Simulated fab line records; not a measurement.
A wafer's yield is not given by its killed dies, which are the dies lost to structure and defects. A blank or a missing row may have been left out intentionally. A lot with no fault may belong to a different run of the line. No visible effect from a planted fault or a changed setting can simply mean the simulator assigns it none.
fab line records -- flow sky130
record lots=10, wafers=30, last_day=50
route steps=708 shown VIA1@472 VIA2@508 PAD_OPEN@708
lots untouched by any fault: they come from a run of this same line in which no faults occurred
start_h: the number of hours between the record's first day and the start of the first shown wafer of the lot -- wait_h: how many hours have passed since the lot's step before this one -- " identical to the entry in the row above -- L1.1+2: a row that stands for several wafers -- - no value, or no start given -- * or withheld: withheld -- < > ~ a bound
route shown NAME@n: names a module that has steps shown in the file, with the first one's number in the route -- usual: average and standard deviation across the fault-free wafers -- same: alike in all rows -- chamber/n: place in a boat -- sites: per-site readings -- _std_site: the standard deviation of these -- _edge_site: inner sites' mean taken away from outer sites' mean -- radius_mm: how far each site lies from the wafer's centre -- mask NAME#n: copy n -- behind: tool/chamber where the wafer was last shaped -- hold: why the lot was held/for how many hours/how that ended -- device: whichever transistor did not switch (one of n, p or np) -- end of line: the same wafers' tests at the end of the route -- a step without rows: its recipe alone -- killed: count of dies lost to structure and defects at first sort (not the wafer's yield) -- map: dies across one wafer; x = killed, . = not, _ = none there
set.NAME: the setting as run; set.NAME@STEP: as run at that earlier step -- model.NAME: the simulator's own value behind a step, which no gauge read
steps of the route over a sample of lots; a table a step, a row a wafer
services: from which hour (start_h, from the record's first day; less than 0 if before it) a tool's chamber was out of use, for how many hours, and why
## steps
# step SKY_VIA1_ETCH_14
# recipe chemistry=N2/H2, target=BARC, ion_energy_ev=200, source_w=500, bias_w=100, pressure_mtorr=30, n2_flow_sccm=100, h2_flow_sccm=200, stop_on=SiO2, time_s=45.9, target_depth_a=600
# usual drypump_motor_current_A=5.9/0.44, oes_product_au=0.855/0.0051, throttle_valve_pct=13.227/0.009
lot.wafer,tool,chamber,start_h,wait_h,drypump_motor_current_A,oes_product_au,rf_hours_counter_h,throttle_valve_pct
L569.3,rie_diel-02,1,782.45,0.0,5.7,0.864,12,13.231
L569.4,rie_diel-02,0,782.45,0.0,6.3,0.852,5,13.236
L569.6,rie_diel-02,3,782.45,0.0,5.6,0.853,-,13.232
L570.2,rie_diel-04,0,791.61,0.0,6.6,0.849,10,13.214
L570.4,rie_diel-04,2,791.61,0.0,5.4,0.861,12,13.233
L570.6,rie_diel-04,1,791.61,0.0,6.4,0.851,-,13.234
L572.1,rie_diel-02,1,827.09,0.0,5.7,0.854,13,13.227
L572.2,rie_diel-02,0,827.09,0.0,6.3,0.849,6,13.223
L572.4,rie_diel-02,2,827.09,0.0,5.8,0.863,7,13.236
L574.1,rie_diel-01,2,828.04,0.0,5.6,0.855,15,13.222
L574.3,rie_diel-01,3,828.04,0.0,6.2,0.856,18,13.232
L574.5,rie_diel-01,1,828.04,0.0,5.6,0.845,-,13.212
L575.2,rie_diel-01,1,835.91,0.0,5.6,0.858,2,13.235
L575.3,rie_diel-01,3,835.91,0.0,6.2,0.852,18,13.229
L575.4,rie_diel-01,0,835.91,0.0,5.9,0.856,3,13.245
L576.1,rie_diel-04,2,856.05,0.0,5.4,0.859,13,13.219
L576.3,rie_diel-04,3,856.05,0.0,5.3,0.855,8,13.224
L576.6,rie_diel-04,1,856.05,0.0,6.4,0.862,-,13.223
L578.1,rie_diel-02,3,859.95,0.0,5.7,0.860,4,13.219
L578.5,rie_diel-02,3,859.95,0.0,5.6,0.858,-,13.218
L578.6,rie_diel-02,2,859.95,0.0,5.8,0.854,-,13.219
L588.1,rie_diel-04,1,940.41,0.0,6.5,0.849,10,13.233
L588.3,rie_diel-04,3,940.41,0.0,5.3,0.854,10,13.221
L588.6,rie_diel-04,3,940.41,0.0,5.3,0.856,-,13.240
L592.2,rie_diel-04,0,982.61,0.0,6.6,0.858,15,13.221
L592.4,rie_diel-04,2,982.61,0.0,5.4,0.865,17,13.237
L592.6,rie_diel-04,3,982.61,0.0,5.3,0.858,-,13.232
L591.3,rie_diel-04,0,985.04,0.0,6.6,0.851,15,13.225
L591.5,rie_diel-04,0,985.04,0.0,6.6,0.855,-,13.237
L591.6,rie_diel-04,3,985.04,0.0,5.3,0.858,-,13.221
# step SKY_VIA2_THK_MEAS_01
# recipe reads=SiO2_of_VIA2_HDPCVD_00
# usual VIA2_HDPCVD_THK=1178/13
lot.wafer,tool,chamber,start_h,wait_h,VIA2_HDPCVD_THK[nm]
L569.3,film_metro-03,-,810.92,0.1,1155
L569.4,film_metro-03,-,810.92,0.1,1155
L569.6,film_metro-03,-,810.92,0.1,1162
L570.2,film_metro-02,-,820.89,0.1,1189
L570.4,film_metro-02,-,820.89,0.1,1182
L570.6,film_metro-02,-,820.89,0.1,1159
L572.1,film_metro-03,-,856.20,0.1,1142
L572.2,film_metro-03,-,856.20,0.1,1146
L572.4,film_metro-03,-,856.20,0.1,1157
L574.1,film_metro-01,-,857.47,0.1,1179
L574.3,film_metro-01,-,857.47,0.1,1182
L574.5,film_metro-01,-,857.47,0.1,1171
L575.2,film_metro-02,-,864.81,0.1,1189
L575.3,film_metro-02,-,864.81,0.1,1181
L575.4,film_metro-02,-,864.81,0.1,1182
L576.1,film_metro-01,-,884.29,0.1,1192
L576.3,film_metro-01,-,884.29,0.1,1183
L576.6,film_metro-01,-,884.29,0.1,1191
L578.1,film_metro-01,-,888.89,0.1,1175
L578.5,film_metro-01,-,888.89,0.1,1183
L578.6,film_metro-01,-,888.89,0.1,1181
L588.1,film_metro-03,-,967.58,0.1,1161
L588.3,film_metro-03,-,967.58,0.1,1180
L588.6,film_metro-03,-,967.58,0.1,1177
L592.2,film_metro-03,-,1008.28,0.1,1156
L592.4,film_metro-03,-,1008.28,0.1,1167
L592.6,film_metro-03,-,1008.28,0.1,1165
L591.3,film_metro-03,-,1011.40,0.1,1181
L591.5,film_metro-03,-,1011.40,0.1,1187
L591.6,film_metro-03,-,1011.40,0.1,1185
# step SKY_VIA2_SPUTTER_20
# recipe material=TiN, target_thk_nm=20, chamber_pressure_pa=5, power_w=3847, time_s=80
# usual throttle_valve_pct=29.8/1.1
lot.wafer,tool,chamber,start_h,wait_h,throttle_valve_pct
L569.3,pvd_sputter-01,-,838.62,0.0,30.7
L569.4,pvd_sputter-01,-,838.62,0.0,30.7
L569.6,pvd_sputter-01,-,838.62,0.0,30.7
L570.2,pvd_sputter-02,-,848.31,0.0,31.0
L570.4,pvd_sputter-02,-,848.31,0.0,28.2
L570.6,pvd_sputter-02,-,848.31,0.0,31.1
L572.1,pvd_sputter-02,-,883.20,0.0,28.4
L572.2,pvd_sputter-02,-,883.20,0.0,30.9
L572.4,pvd_sputter-02,-,883.20,0.0,28.4
L574.1,pvd_sputter-01,-,884.35,0.0,30.6
L574.3,pvd_sputter-01,-,884.35,0.0,31.3
L574.5,pvd_sputter-01,-,884.35,0.0,31.3
L575.2,pvd_sputter-01,-,892.13,0.0,30.7
L575.3,pvd_sputter-01,-,892.13,0.0,31.3
L575.4,pvd_sputter-01,-,892.13,0.0,30.9
L576.1,pvd_sputter-04,-,911.37,0.0,29.9
L576.3,pvd_sputter-04,-,911.37,0.0,31.5
L576.6,pvd_sputter-04,-,911.37,0.0,29.9
L578.1,pvd_sputter-02,-,914.94,0.0,30.6
L578.5,pvd_sputter-02,-,914.94,0.0,30.7
L578.6,pvd_sputter-02,-,914.94,0.0,28.4
L588.1,pvd_sputter-02,-,993.03,0.0,28.2
L588.3,pvd_sputter-02,-,993.03,0.0,28.2
L588.6,pvd_sputter-02,-,993.03,0.0,29.8
L592.2,pvd_sputter-02,-,1032.12,0.0,30.8
L592.4,pvd_sputter-02,-,1032.12,0.0,28.2
L592.6,pvd_sputter-02,-,1032.12,0.0,29.7
L591.3,pvd_sputter-04,-,1035.60,0.0,31.1
L591.5,pvd_sputter-04,-,1035.60,0.0,29.7
L591.6,pvd_sputter-04,-,1035.60,0.0,29.9
# step SKY_VIA2_CVD_21
# recipe material=W, target_thk_nm=420, time_s=126.4, temp_c=400, pressure_torr=40
# usual heater_power_w=816/87, susceptor_temp_C=400.02/0.23
lot.wafer,tool,chamber,start_h,wait_h,heater_power_w,susceptor_temp_C
L569.3,cvd_w-01,0,838.73,0.1,886,399.81
L569.4,cvd_w-01,1,838.73,0.1,944,400.41
L569.6,cvd_w-01,0,838.73,0.1,864,400.35
L570.2,cvd_w-01,1,848.37,0.0,1002,399.82
L570.4,cvd_w-01,0,848.37,0.0,874,400.07
L570.6,cvd_w-01,1,848.37,0.0,999,399.83
L572.1,cvd_w-02,0,883.26,0.0,725,399.67
L572.2,cvd_w-02,1,883.26,0.0,755,399.84
L572.4,cvd_w-02,0,883.26,0.0,722,399.93
L574.1,cvd_w-02,1,884.41,0.0,743,399.84
L574.3,cvd_w-02,1,884.41,0.0,736,400.33
L574.5,cvd_w-02,0,884.41,0.0,728,400.54
L575.2,cvd_w-01,1,892.19,0.0,984,400.02
L575.3,cvd_w-01,0,892.19,0.0,867,399.75
L575.4,cvd_w-01,1,892.19,0.0,968,399.90
L576.1,cvd_w-02,0,911.43,0.0,726,400.03
L576.3,cvd_w-02,1,911.43,0.0,749,400.00
L576.6,cvd_w-02,0,911.43,0.0,709,400.42
L578.1,cvd_w-02,0,915.00,0.0,725,404.55
L578.5,cvd_w-02,1,915.00,0.0,764,399.74
L578.6,cvd_w-02,0,915.00,0.0,744,404.31
L588.1,cvd_w-02,0,993.09,0.0,720,399.76
L588.3,cvd_w-02,1,993.09,0.0,740,400.32
L588.6,cvd_w-02,1,993.09,0.0,745,400.40
L592.2,cvd_w-02,0,1032.18,0.0,735,399.83
L592.4,cvd_w-02,0,1032.18,0.0,729,400.03
L592.6,cvd_w-02,1,1032.18,0.0,750,400.35
L591.3,cvd_w-02,1,1035.70,0.1,756,400.35
L591.5,cvd_w-02,0,1035.70,0.1,746,399.70
L591.6,cvd_w-02,1,1035.70,0.1,748,400.10
# step SKY_VIA2_RS_MEAS_22
# recipe thk_meas_gauge=four-point-probe, reads=W_of_VIA2_CVD_21+TiN_of_VIA2_SPUTTER_20
# usual VIA2_W_RS=0.2756/0.0025
lot.wafer,tool,chamber,start_h,wait_h,VIA2_W_RS[ohm/sq]
L569.3,film_metro-03,-,838.85,0.1,0.2703
L569.4,film_metro-03,-,838.85,0.1,0.2730
L569.6,film_metro-03,-,838.85,0.1,0.2752
L570.2,film_metro-03,-,848.52,0.1,0.2767
L570.4,film_metro-03,-,848.52,0.1,0.2739
L570.6,film_metro-03,-,848.52,0.1,0.2791
L572.1,film_metro-03,-,883.39,0.1,0.2808
L572.2,film_metro-03,-,883.39,0.1,0.2764
L572.4,film_metro-03,-,883.39,0.1,0.2771
L574.1,film_metro-02,-,884.54,0.1,0.2729
L574.3,film_metro-02,-,884.54,0.1,0.2712
L574.5,film_metro-02,-,884.54,0.1,0.2679
L575.2,film_metro-02,-,892.34,0.1,0.2730
L575.3,film_metro-02,-,892.34,0.1,0.2760
L575.4,film_metro-02,-,892.34,0.1,0.2749
L576.1,film_metro-01,-,911.56,0.1,0.2737
L576.3,film_metro-01,-,911.56,0.1,0.2806
L576.6,film_metro-01,-,911.56,0.1,0.2759
L578.1,film_metro-01,-,915.13,0.1,0.2577
L578.5,film_metro-01,-,915.13,0.1,0.2754
L578.6,film_metro-01,-,915.13,0.1,0.2552
L588.1,film_metro-03,-,993.22,0.1,0.2816
L588.3,film_metro-03,-,993.22,0.1,0.2806
L588.6,film_metro-03,-,993.22,0.1,0.2799
L592.2,film_metro-03,-,1032.34,0.1,0.2808
L592.4,film_metro-03,-,1032.34,0.1,0.2773
L592.6,film_metro-03,-,1032.34,0.1,0.2782
L591.3,film_metro-03,-,1035.83,0.1,0.2745
L591.5,film_metro-03,-,1035.83,0.1,0.2781
L591.6,film_metro-03,-,1035.83,0.1,0.2774
# step SKY_VIA2_THK_MEAS_23
# recipe thk_meas_gauge=xrf, reads=W_of_VIA2_CVD_21
# usual VIA2_W_THK=431/4.1
lot.wafer,tool,chamber,start_h,wait_h,VIA2_W_THK[nm]
L569.3,film_metro-03,-,838.95,0.1,439
L569.4,film_metro-03,-,838.95,0.1,435
L569.6,film_metro-03,-,838.95,0.1,430
L570.2,film_metro-03,-,848.63,0.1,432
L570.4,film_metro-03,-,848.63,0.1,434
L570.6,film_metro-03,-,848.63,0.1,428
L572.1,film_metro-03,-,883.51,0.1,428
L572.2,film_metro-03,-,883.51,0.1,435
L572.4,film_metro-03,-,883.51,0.1,435
L574.1,film_metro-02,-,884.66,0.1,427
L574.3,film_metro-02,-,884.66,0.1,430
L574.5,film_metro-02,-,884.66,0.1,436
L575.2,film_metro-02,-,892.45,0.1,429
L575.3,film_metro-02,-,892.45,0.1,425
L575.4,film_metro-02,-,892.45,0.1,430
L576.1,film_metro-01,-,911.68,0.1,435
L576.3,film_metro-01,-,911.68,0.1,421
L576.6,film_metro-01,-,911.68,0.1,434
L578.1,film_metro-01,-,915.25,0.1,460
L578.5,film_metro-01,-,915.25,0.1,431
L578.6,film_metro-01,-,915.25,0.1,468
L588.1,film_metro-03,-,993.34,0.1,427
L588.3,film_metro-03,-,993.34,0.1,430
L588.6,film_metro-03,-,993.34,0.1,427
L592.2,film_metro-03,-,1032.45,0.1,427
L592.4,film_metro-03,-,1032.45,0.1,431
L592.6,film_metro-03,-,1032.45,0.1,429
L591.3,film_metro-03,-,1035.93,0.1,437
L591.5,film_metro-03,-,1035.93,0.1,428
L591.6,film_metro-03,-,1035.93,0.1,427
# step SKY_VIA2_CMP_24
# recipe stop_on=SiO2, t_overpolish_s=20, down_force_psi=3.5, platen_rpm=60, target_thk_nm=0, pad_velocity_m_s=0.94248
# usual motor_current_A=11.3/1, time_to_endpoint_s=100/3.3
lot.wafer,tool,chamber,start_h,wait_h,motor_current_A,time_to_endpoint_s
L569.4,cmp-02,1,838.99,0.0,10.3,101
L569.3,cmp-02,2,838.99,0.0,11.2,98
L569.6,cmp-02,1,838.99,0.0,10.2,97
L570.4,cmp-02,3,848.75,0.1,12.2,100
L570.2,cmp-02,0,848.75,0.1,11.6,99
L570.6,cmp-02,0,848.75,0.1,11.9,97
L572.2,cmp-02,1,883.57,0.0,9.5,103
L572.4,cmp-02,2,883.57,0.0,11.3,101
L572.1,cmp-02,3,883.57,0.0,12.3,94
L574.1,cmp-01,0,884.82,0.1,10.6,98
L574.3,cmp-01,1,884.82,0.1,13.1,104
L574.5,cmp-01,2,884.82,0.1,11.8,103
L575.4,cmp-02,1,892.50,0.0,9.6,101
L575.2,cmp-02,2,892.50,0.0,11.9,101
L575.3,cmp-02,3,892.50,0.0,12.1,101
L576.1,cmp-02,1,911.79,0.1,9.6,103
L576.3,cmp-02,2,911.79,0.1,11.8,100
L576.6,cmp-02,1,911.79,0.1,9.7,105
L578.1,cmp-02,1,915.36,0.1,10.0,112
L578.6,cmp-02,0,915.36,0.1,11.3,109
L578.5,cmp-02,1,915.36,0.1,9.9,102
L588.1,cmp-02,3,993.91,0.6,12.2,100
L588.3,cmp-02,0,993.91,0.6,11.3,103
L588.6,cmp-02,3,993.91,0.6,12.6,102
L592.4,cmp-02,1,1032.50,0.0,9.7,107
L592.2,cmp-02,0,1032.50,0.0,11.1,101
L592.6,cmp-02,2,1032.50,0.0,11.7,109
L591.3,cmp-02,2,1036.12,0.2,11.9,105
L591.5,cmp-02,3,1036.12,0.2,12.3,104
L591.6,cmp-02,0,1036.12,0.2,11.4,107
# step SKY_PAD_OPEN_PROBE_99
# usual defect_limited_yield=81.9/1.9, killed_at_M0_to_M3=45/7.9, killed_at_M4_up=2.9/1.8, killed_at_contacts=25/5.5, killed_at_front_end=16/4.4, killed_at_other=0.3/0.58, killed_dies=89/9.4, killed_open=49/6.8, killed_short=40/6.3, sort_bin_3_pad_short=0.9/0.41, sort_bin_5_function=10.8/1.5, sort_bin_6_memory=6.4/1.2, sort_n_pass=403/9.4, sort_yield_pct=81.9/1.9
# same gross_dies=492, killed_at_back_side=0, sort_bin_4_leakage[%]=0, sort_bin_8_speed[%]=0
lot.wafer,tool,chamber,start_h,wait_h,defect_limited_yield[%],killed_at_M0_to_M3,killed_at_M4_up,killed_at_contacts,killed_at_front_end,killed_at_other,killed_dies,killed_open,killed_short,sort_bin_3_pad_short[%],sort_bin_5_function[%],sort_bin_6_memory[%],sort_n_pass,sort_yield_pct[%]
L588.1,prober-01,-,1184.41,0.1,80.1,54,5,18,20,1,98,49,49,1.6,12.0,6.3,394,80.1
L588.3,prober-01,-,1184.51,0.2,80.1,52,3,21,21,1,98,48,49,1.0,10.4,8.5,394,80.1
L588.6,prober-01,-,1184.66,0.2,83.9,52,2,13,12,0,79,44,35,0.6,11.4,4.1,413,83.9
# killed by level:class
L588.1 METAL1:geometric_particle:short=10 VIA2:geometric_particle:open=9 VIA1:geometric_particle:open=9 FIELD_ISO:geometric_particle:open=7 LI_CONTACT:geometric_particle:open=6 CONTACT:geometric_particle:open=6 VIA2:geometric_particle:short=6 VIA3:geometric_particle:short=6
L588.3 VIA1:geometric_particle:open=14 VIA2:geometric_particle:open=9 FIELD_ISO:geometric_particle:short=7 METAL1:geometric_particle:short=7 FIELD_ISO:geometric_particle:open=5 VIA3:geometric_particle:open=5 LI_CONTACT:geometric_particle:open=5 LI_CONTACT:geometric_particle:short=5
L588.6 VIA1:geometric_particle:open=16 FIELD_ISO:geometric_particle:open=7 LI_CONTACT:geometric_particle:open=6 VIA3:geometric_particle:open=5 METAL1:geometric_particle:short=5 VIA1:geometric_particle:short=5 FIELD_ISO:geometric_particle:short=4 VIA3:geometric_particle:short=4
## services
tool,chamber,start_h,hours,kind
cmp-02,-,794.43,1.6,repair
pvd_sputter-01,-,797.40,1.8,repair
rie_diel-02,3,798.41,2.6,repair
pvd_sputter-01,-,813.65,4.5,repair
rie_diel-04,3,821.37,5.9,repair
rie_diel-04,2,828.78,4.1,repair
cvd_w-02,-,829.85,1.0,repair
cvd_w-01,-,833.73,4.3,pm
pvd_sputter-02,-,858.62,2.3,repair
cvd_w-02,1,876.03,5.0,repair
rie_diel-04,3,900.35,9.3,repair
cmp-02,-,901.17,2.3,repair
rie_diel-04,1,901.29,7.9,repair
cvd_w-01,-,904.00,14.0,pm
rie_diel-02,3,911.99,5.7,repair
cmp-02,-,931.80,2.9,repair
rie_diel-04,2,939.41,10.4,repair
rie_diel-02,0,966.94,5.6,repair
rie_diel-02,1,986.29,13.4,repair
cmp-02,-,987.11,2.2,repair
cvd_w-02,0,1008.19,1.7,repair
cmp-02,-,1008.99,1.9,repair
rie_diel-04,0,1009.69,4.9,repair
cmp-02,-,1025.09,1.5,repair
## key
first_sign step=SKY_VIA2_CVD_21, reading=susceptor_temp_C, direction=up, sigmas=19, usual=*, struck=*
effect step=SKY_VIA2_RS_MEAS_22, reading=VIA2_W_RS, direction=down, sigmas=7.6, usual=0.2756, struck=0.2565
effect step=SKY_VIA2_THK_MEAS_23, reading=VIA2_W_THK, direction=up, sigmas=8, usual=431, struck=464
effect step=SKY_VIA2_CMP_24, reading=time_to_endpoint_s, direction=up, sigmas=3, usual=*, struck=*
met_at SKY_VIA2_CVD_21
struck_lots L578
struck_wafers L578.1,L578.6
not_acting_at SKY_VIA1_ETCH_14,SKY_VIA2_THK_MEAS_01,SKY_VIA2_SPUTTER_20
onset_between 911.43 915.00
fault kind=process_parameter_drift, tool=cvd_w-02, chamber=0, onset_h=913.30, steps=SKY_VIA2_CVD_21, channel=temp_c, offset=*, shape=step, end_h=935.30, acts_in=*, stated=*
